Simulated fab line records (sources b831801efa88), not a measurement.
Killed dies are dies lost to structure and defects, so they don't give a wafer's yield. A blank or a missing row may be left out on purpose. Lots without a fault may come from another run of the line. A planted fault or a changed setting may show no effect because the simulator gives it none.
Which tool is to blame? -- flow sky130 -- Sampling: 9 lots, 27 wafers, 2 of 708 route steps

WHAT THE GAUGES READ, wafer by wafer
SKY_CONTACT_THK_MEAS_01.
lot,measured,on,CONTACT_CVD_00_THK (nm)
L502,day 31 23:14,film_metro-03,75.6 75.1 75.7
L500,day 31 23:40,film_metro-01,74.8 77.1 76.1
L505,day 33 11:14,film_metro-02,75.3 77.4 76.5
L509,day 34 21:12,film_metro-01,75.4 75.4 76.1
L512,day 35 17:35,film_metro-03,74.9 75.4 76.9
L513,day 35 17:44,film_metro-01,74.2 74.8 76.4
L511,day 35 18:34,film_metro-01,75.1 74.5 75.0
L519,day 37 04:56,film_metro-03,75.6 76.6 75.8
L520,day 37 07:20,film_metro-02,73.8 75.0 76.6

EACH LOT AND THE TOOL THAT RAN IT (in order: tool; ch and the chambers of the sampled wafers; start)
lot,SKY_LOCAL_INTERCONNECT_SPUTTER_00
L502,"pvd_sputter-04, day 30 19:09"
L500,"pvd_sputter-01, day 30 20:06"
L505,"pvd_sputter-01, day 32 06:44"
L509,"pvd_sputter-02, day 33 18:22"
L512,"pvd_sputter-04, day 34 07:20"
L513,"pvd_sputter-02, day 34 07:28"
L511,"pvd_sputter-04, day 34 10:23"
L519,"pvd_sputter-01, day 36 02:02"
L520,"pvd_sputter-04, day 36 04:14"
- SKY_LOCAL_INTERCONNECT_SPUTTER_00: material TiN, target thk 100 nm, time 83.3 s.

THE ANSWER, worked out from the rows above alone
Rule: what is usual is taken from the lots themselves. The widest of any qualifying gaps counts: lots, ordered by their means at a reading, are off when they make up no more than a third of the lots, leave a main group of 4 or more, and stand apart from it by 3 or more times the standard deviation of that group's means. A main group whose means are all the same, to the digits that the tables above print for the reading, isn't used. Also off: a lot with no number at a reading for which 4 or more lots have one. The other lots that the step has rows for count as sound.
No lot is off on any of the readings shown, so nothing can be concluded from this.

WHAT HAD BEEN PUT IN BY THE SIMULATOR
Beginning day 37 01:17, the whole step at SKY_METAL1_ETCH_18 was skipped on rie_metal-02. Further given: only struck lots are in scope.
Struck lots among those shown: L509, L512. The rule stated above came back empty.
